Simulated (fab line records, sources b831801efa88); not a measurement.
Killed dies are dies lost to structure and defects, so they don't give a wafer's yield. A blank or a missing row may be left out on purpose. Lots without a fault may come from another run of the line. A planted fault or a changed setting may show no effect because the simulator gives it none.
Chamber matching | flow gf180mcu | GF_V5_CVD_02 on pecvd-01: 3 sister chambers
The step deposits SiO2 from TEOS, target thk 1450 nm, time 163.28 s. 6 wafers are shown with their chamber, then 9 later ones without.

WAFERS WITH THEIR CHAMBER
wafer  | chamber | heater_power_w (W)
L083.6 | 2       | 532
L086.1 | 0       | 635
L086.5 | 0       | 675
L092.3 | 1       | 725
L092.5 | 2       | 552
L092.6 | 1       | 583

WAFERS WITHOUT THEIR CHAMBER
wafer  | heater_power_w (W)
L095.2 | 597
L095.4 | 662
L095.6 | 582
L097.1 | 646
L097.2 | 623
L097.3 | 665
L097.4 | 536
L097.5 | 646
L097.6 | 715

WHICH CHAMBER EACH WENT THROUGH
wafer  | from the rows above          | in truth
L095.2 | can't be placed: 2 or 1 or 0 | 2
L095.4 | can't be placed: 0 or 1 or 2 | 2
L095.6 | can't be placed: 2 or 1 or 0 | 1
L097.1 | can't be placed: 1 or 0 or 2 | 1
L097.2 | can't be placed: 1 or 0 or 2 | 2
L097.3 | can't be placed: 0 or 1 or 2 | 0
L097.4 | can't be placed: 2 or 1 or 0 | 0
L097.5 | can't be placed: 1 or 0 or 2 | 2
L097.6 | can't be placed: 0 or 1 or 2 | 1
Placed correctly: 0 of 9. Can't be placed from these rows: 9 (the true chamber is among the candidates in 9). Placed wrongly: 0.
How it was worked out, from the rows above alone: a wafer's distance from a chamber is the root of the sum, over the readings, of the square of ((its reading less the chamber's mean) divided by the reading's scatter). The wafer belongs to the nearest chamber; if the next one is less than 2 further off, it can't be placed. A chamber's mean is the mean of its shown wafers. The scatter: the root of (the sum of the squares of (reading less its chamber's mean) over the shown wafers, divided by (wafers less chambers)).
